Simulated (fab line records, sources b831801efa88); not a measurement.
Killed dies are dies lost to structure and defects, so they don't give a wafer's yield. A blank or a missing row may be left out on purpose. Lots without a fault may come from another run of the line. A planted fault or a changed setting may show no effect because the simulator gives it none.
Which tool did it? | flow sky130 | 11 lots, 33 wafers sampled, at 2 steps of a route of 708

WHAT THE GAUGES READ, wafer by wafer
SKY_POLY_CUT_CD_MEAS_08: target cd 270 nm.
lot  | measured     | on        | cd_nm (nm)
L997 | day 23 23:16 | cd_sem-01 | 270.9 272.2 270.3
L998 | day 24 09:31 | cd_sem-02 | 268.8 267.6 268.1
L999 | day 24 21:34 | cd_sem-02 | 274.1 273.4 273.8
L101 | day 25 17:43 | cd_sem-01 | 270.9 270.0 270.2
L105 | day 27 08:32 | cd_sem-01 | 269.5 270.2 270.1
L106 | day 27 13:55 | cd_sem-02 | 267.3 266.8 267.0
L108 | day 28 09:11 | cd_sem-02 | 269.5 269.6 269.6
L110 | day 28 23:38 | cd_sem-01 | 269.2 270.2 270.6
L116 | day 30 22:28 | cd_sem-02 | 271.4 271.1 272.8
L118 | day 31 14:27 | cd_sem-01 | 269.7 268.8 268.2
L120 | day 32 05:17 | cd_sem-01 | 270.6 271.2 270.9

WHICH TOOL RAN EACH LOT (tool, then ch and the chambers of the sampled wafers, then the start)
lot  | SKY_LDD_LDN_STRIP_12
L997 | plasma_asher-01 ch 0,1, day 22 15:23
L998 | plasma_asher-01 ch 0,1, day 23 02:26
L999 | plasma_asher-02 ch 1, day 23 13:23
L101 | plasma_asher-01 ch 0, day 24 11:02
L105 | plasma_asher-02 ch 0,1, day 26 02:26
L106 | plasma_asher-02 ch 0,1, day 26 07:20
L108 | plasma_asher-01 ch 0,1, day 27 02:08
L110 | plasma_asher-03 ch 0,1, day 27 17:07
L116 | plasma_asher-02 ch 1, day 29 15:53
L118 | plasma_asher-03 ch 0,1, day 30 08:47
L120 | plasma_asher-01 ch 0,1, day 30 23:35
- SKY_LDD_LDN_STRIP_12: strips in O2/N2.

THE ANSWER, worked out from the rows above alone
Rule: what is usual is taken from the lots themselves. Put in order of their means at a reading, lots are off if they are a third of the lots or fewer, leave a main group of 4 or more, and stand apart from it by a gap of 3 or more times the standard deviation of the main group's means; of several such gaps the widest counts. A main group whose means are all the same, to the digits that the tables above print for the reading, isn't used. A lot without any number at a reading at which 4 lots or more have one is off too. The other lots that the step has rows for count as sound.
No lot is off at any reading shown: from this, nothing can be told.

WHAT THE SIMULATOR HAD PUT IN
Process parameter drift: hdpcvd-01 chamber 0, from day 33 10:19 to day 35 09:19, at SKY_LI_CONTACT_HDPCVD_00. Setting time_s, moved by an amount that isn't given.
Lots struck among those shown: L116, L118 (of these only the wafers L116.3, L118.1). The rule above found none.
